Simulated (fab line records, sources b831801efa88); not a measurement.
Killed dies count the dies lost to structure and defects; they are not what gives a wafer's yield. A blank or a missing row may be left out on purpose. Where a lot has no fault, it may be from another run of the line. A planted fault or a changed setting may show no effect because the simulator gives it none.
Struck lot and sound lot, side by side / flow sky130 / 14 steps out of a route of 708
Sound: wafers L461.3, L461.5, L461.6. Struck: wafer L469.2. (L469.1, L469.3 of the same lot were not struck and are left out.) The cause comes at the end.
Per side, at each step with rows, come the tool, then ch with its chambers, and then its first start. Under that, the readings that differ: sound wafers / struck wafers / difference of the means / sigmas: that difference in standard deviations of wafers without a fault.
alike: a reading whose means differ by less than 2 such deviations, as well as words and numbers matching on both sides. not compared: withheld readings; readings where some wafer has no value; bounds like >300 that might hide an equal value; numbers whose values overlap and for which the record gives no deviation.
The two part at a step that has a row with sigmas, a row that says differs or no value, or rows on one side only. Non-overlapping numbers with no deviation appear without sigmas and do not part them. Lack of a reading on every wafer of one side parts them only where that side has two or more wafers.

first, 4 steps without rows for these wafers: SKY_CONTACT_STRIP_19 (strips in O2/N2); SKY_CONTACT_STRIP_20 (strips in post etch residue remover, time 1200 s); SKY_CONTACT_CLEAN_21 (cleans in IPA, time 180 s); SKY_CONTACT_CLEAN_22 (cleans in O3/DIW).
SKY_CONTACT_SPUTTER_23: material TiN, target thk 20 nm, time 80 s.
  sound on pvd_sputter-01 at day 32 00:22; struck on pvd_sputter-01 at day 34 20:11
reading=cathode_dc_power_W (W); sound=4000.9 3999.8 4001.4; struck=3999.1; difference=-1.6; sigmas=-2
  alike: throttle_valve_pct
SKY_CONTACT_CVD_24: deposits W, target thk 340 nm, time 102.12 s.
  sound on cvd_w-02 ch 0,1, day 32 00:28; struck on cvd_w-02 ch 1, day 34 20:14
  alike: heater_power_w
SKY_CONTACT_RS_MEAS_25: uses a four-point probe to measure.
  sound on film_metro-04 at day 32 00:34; struck on film_metro-02 at day 34 20:21
  alike: CONTACT_W_RS
SKY_CONTACT_THK_MEAS_26: measures by xrf.
  sound on film_metro-04 at day 32 00:40; struck on film_metro-02 at day 34 20:28
  alike: CONTACT_W_THK
SKY_CONTACT_CMP_27: polishes, stops on SiO2, t overpolish 15 s, target thk 0 nm.
  sound on cmp-01 ch 0,3, day 32 00:46; struck on cmp-01 ch 1, day 34 20:35
  alike: motor_current_A, overpolish_run_s, time_to_endpoint_s
then, 1 step without rows for these wafers: SKY_METAL1_SPUTTER_00 (material Ti, target thk 15 nm, time 10 s).
SKY_METAL1_SPUTTER_01: material TiN, target thk 20 nm, time 16.7 s.
  sound on pvd_sputter-03 at day 32 01:02; struck on pvd_sputter-04 at day 34 20:51
  alike: cathode_dc_power_W, throttle_valve_pct
then, 1 step without rows for these wafers: SKY_METAL1_SPUTTER_02 (material AlCu, target thk 250 nm, time 13.3 s).
SKY_METAL1_SPUTTER_03: material Ti, target thk 5 nm, time 3.3 s.
  sound on pvd_sputter-03 at day 32 01:05; struck on pvd_sputter-04 at day 34 20:54
reading=cathode_dc_power_W (W); sound=3001.1 3000.7 2999.9; struck=3718.3; difference=+717.7; sigmas=+99 or more
reading=model.Ti_of_METAL1_SPUTTER_03.thk_nm (nm); sound=4.947 4.987 5.037; struck=6.217; difference=+1.227; sigmas=
  alike: throttle_valve_pct
SKY_METAL1_SPUTTER_04: material TiN, target thk 70 nm, time 58.3 s.
  sound on pvd_sputter-03 at day 32 01:07; struck on pvd_sputter-04 at day 34 20:55
  alike: cathode_dc_power_W, throttle_valve_pct

== WHERE THEY PART ==
Earliest at SKY_CONTACT_SPUTTER_23; latest, in this record, at SKY_METAL1_SPUTTER_03. Later steps at which nothing parts them and some readings are alike: SKY_METAL1_SPUTTER_04.

WHY: what had been put in by the simulator
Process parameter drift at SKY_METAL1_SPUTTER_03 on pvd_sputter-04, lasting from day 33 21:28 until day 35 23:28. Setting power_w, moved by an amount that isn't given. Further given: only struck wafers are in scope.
